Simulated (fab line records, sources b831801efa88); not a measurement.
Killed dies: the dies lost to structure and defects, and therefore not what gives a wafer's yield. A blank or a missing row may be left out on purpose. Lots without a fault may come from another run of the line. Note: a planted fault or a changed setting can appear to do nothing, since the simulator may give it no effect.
Which tool did it?    flow gf180mcu    13 lots with 39 wafers sampled at 6 steps, on a route of 602 steps

== WHAT EACH GAUGE READ, for each wafer ==
GF_STI_THK_MEAS_22.
lot   measured     on            STI_OXIDATION_01_THK (nm)
L589  day 2 17:13  filmMetro-03  15.25 15.16 15.35
L596  day 4 01:52  filmMetro-04  15.17 14.64 14.71
L597  day 4 07:19  filmMetro-03  14.50 14.88 15.01
L598  day 4 14:47  filmMetro-03  15.29 15.47 15.47
L601  day 5 07:08  filmMetro-01  15.67 15.77 15.39
L602  day 5 11:37  filmMetro-01  15.52 15.22 15.22
L603  day 5 15:50  filmMetro-04  15.06 15.15 15.23
L604  day 5 20:02  filmMetro-03  14.61 14.50 14.71
L606  day 6 05:08  filmMetro-03  15.27 15.62 15.50
L607  day 6 09:32  filmMetro-04  15.24 15.05 14.98
L608  day 6 16:22  filmMetro-03  15.17 15.09 15.04
L609  day 6 21:37  filmMetro-03  14.89 14.94 15.12
L610  day 7 01:49  filmMetro-04  14.89 14.73 14.99

GF_MVPSD_OVL_MEAS_07.
lot   measured      on          MVPSD_OVL (nm)
L589  day 5 15:50   overlay-02  0.6 -0.1 0.0
L596  day 7 05:31   overlay-01  0.5 0.9 2.6
L597  day 7 16:47   overlay-02  2.6 1.2 2.2
L598  day 7 23:42   overlay-02  - - -
L601  day 8 17:05   overlay-01  -0.3 -0.5 0.5
L602  day 8 21:30   overlay-01  0.4 0.4 1.4
L603  day 9 02:28   overlay-01  0.3 0.5 0.6
L604  day 9 06:49   overlay-02  2.9 2.2 3.1
L606  day 9 17:44   overlay-02  0.9 0.3 0.5
L607  day 9 22:53   overlay-01  0.3 0.5 0.2
L608  day 10 06:33  overlay-01  1.7 1.5 2.2
L609  day 10 11:23  overlay-02  -3.1 -1.0 -1.6
L610  day 10 17:40  overlay-01  2.1 -0.1 0.2

GF_MVPSD_TW_MEAS_11.
lot   measured      on            MVPSD_TW
L589  day 5 16:17   filmMetro-02  554 554 552
L596  day 7 05:56   filmMetro-01  550 551 550
L597  day 7 17:14   filmMetro-02  551 551 550
L598  day 8 00:08   filmMetro-02  30 30 30
L601  day 8 17:31   filmMetro-01  549 549 547
L602  day 8 21:57   filmMetro-01  545 547 545
L603  day 9 02:55   filmMetro-02  554 553 556
L604  day 9 07:16   filmMetro-01  548 546 543
L606  day 9 18:11   filmMetro-03  556 557 557
L607  day 9 23:19   filmMetro-02  556 555 556
L608  day 10 06:59  filmMetro-02  553 551 555
L609  day 10 11:51  filmMetro-03  553 554 550
L610  day 10 18:07  filmMetro-02  555 551 554

GF_HV_LDD_TW_MEAS_50.
lot   measured      on            HV_LDD_4_TW
L589  day 13 03:25  filmMetro-02  569 570 572
L596  day 15 07:50  filmMetro-01  565 565 563
L597  day 16 00:44  filmMetro-01  566 565 566
L598  day 16 06:58  filmMetro-01  564 564 569
L601  day 17 09:29  filmMetro-01  568 567 569
L602  day 17 19:41  filmMetro-01  567 567 563
L603  day 17 23:07  filmMetro-02  570 569 572
L604  day 18 03:55  filmMetro-01  563 564 564
L606  day 18 17:05  filmMetro-02  570 577 573
L607  day 19 00:57  filmMetro-02  567 566 568
L608  day 19 10:58  filmMetro-03  576 576 577
L609  day 19 17:03  filmMetro-02  570 567 566
L610  day 20 05:49  filmMetro-03  578 574 577

== WHICH TOOL RAN EACH LOT (tool, then ch and the chambers of the sampled wafers, then the start) ==
lot   GF_MVPSD_EXPOSE_04                  GF_VT_IMPLANT_DEHYDRATE_33
L589  ilineStepper-02 ch 0, day 5 08:50   lithoTrack-04 ch 0, day 7 20:29
L596  ilineStepper-02 ch 0, day 6 22:19   lithoTrack-01 ch 0, day 9 14:50
L597  ilineStepper-02 ch 0, day 7 09:17   lithoTrack-02 ch 0, day 10 03:55
L598  ilineStepper-02 ch 0, day 7 15:30   lithoTrack-02 ch 0, day 10 09:55
L601  ilineStepper-01 ch 0, day 8 09:05   lithoTrack-04 ch 0, day 11 05:38
L602  ilineStepper-01 ch 0, day 8 13:48   lithoTrack-02 ch 0, day 11 11:35
L603  ilineStepper-01 ch 0, day 8 18:34   lithoTrack-01 ch 0, day 11 18:27
L604  ilineStepper-02 ch 0, day 8 23:08   lithoTrack-02 ch 0, day 11 22:07
L606  ilineStepper-01 ch 0, day 9 09:32   lithoTrack-04 ch 0, day 12 08:47
L607  ilineStepper-01 ch 0, day 9 14:40   lithoTrack-02 ch 0, day 12 15:01
L608  ilineStepper-02 ch 0, day 9 21:44   lithoTrack-02 ch 0, day 13 00:04
L609  ilineStepper-02 ch 0, day 10 03:01  lithoTrack-02 ch 0, day 13 05:41
L610  ilineStepper-02 ch 0, day 10 08:58  lithoTrack-01 ch 0, day 13 12:27
- GF_MVPSD_EXPOSE_04: exposes mask MVPSD, target cd 1000 nm.
- GF_VT_IMPLANT_DEHYDRATE_33: time 62.6 s.

== AS READ BY THE TOOLS THEMSELVES (means over the sampled wafers that have a number; for cases with no such wafer, the mark the record gives instead) ==
GF_VT_IMPLANT_DEHYDRATE_33.
lot   tool           plateSensorTCentreC (C)  plateSensorTEdgeC (C)
L589  lithoTrack-04  201.07                   201.56
L596  lithoTrack-01  201.07                   201.55
L597  lithoTrack-02  201.08                   201.56
L598  lithoTrack-02  201.07                   201.56
L601  lithoTrack-04  201.07                   201.55
L602  lithoTrack-02  201.07                   201.56
L603  lithoTrack-01  201.07                   201.56
L604  lithoTrack-02  201.07                   201.56
L606  lithoTrack-04  201.08                   201.55
L607  lithoTrack-02  201.08                   201.55
L608  lithoTrack-02  201.07                   201.56
L609  lithoTrack-02  201.06                   201.56
L610  lithoTrack-01  201.07                   201.55

== THE ANSWER, worked out from the rows above alone ==
Rule: usual is defined by the lots themselves. Put in order of their means at a reading, lots are off if they are a third of the lots or fewer, leave a main group of 4 or more, and stand apart from it by a gap of 3 or more times the standard deviation of the main group's means; of several such gaps the widest counts. A main group is skipped when, at the precision printed for the reading in the tables above, its means are all equal. A lot without any number at a reading at which 4 lots or more have one is off too. The other lots that the step has rows for count as sound. The gauges are gone through in route order, then the tools' own readings, and for those a lot's mean is taken as printed above. The first step at which some lot is off is used, and at that step the reading that is off furthest; a lot without a number counts as furthest.
Off: L598, at GF_MVPSD_OVL_MEAS_07 (MVPSD_OVL). Without a number there: L598. Mean 0.7 nm and standard deviation 1.1 in the main group.
A tool fits if, at a process step before that reading, it ran every lot that is off, and no sound lot after the first of them. The gauges at GF_MVPSD_OVL_MEAS_07 aren't tried: what is off there is off at GF_MVPSD_TW_MEAS_11 too, on other tools, and a gauge's error can't cause that. None of those tried fits.

== WHAT HAD BEEN PUT IN BY THE SIMULATOR ==
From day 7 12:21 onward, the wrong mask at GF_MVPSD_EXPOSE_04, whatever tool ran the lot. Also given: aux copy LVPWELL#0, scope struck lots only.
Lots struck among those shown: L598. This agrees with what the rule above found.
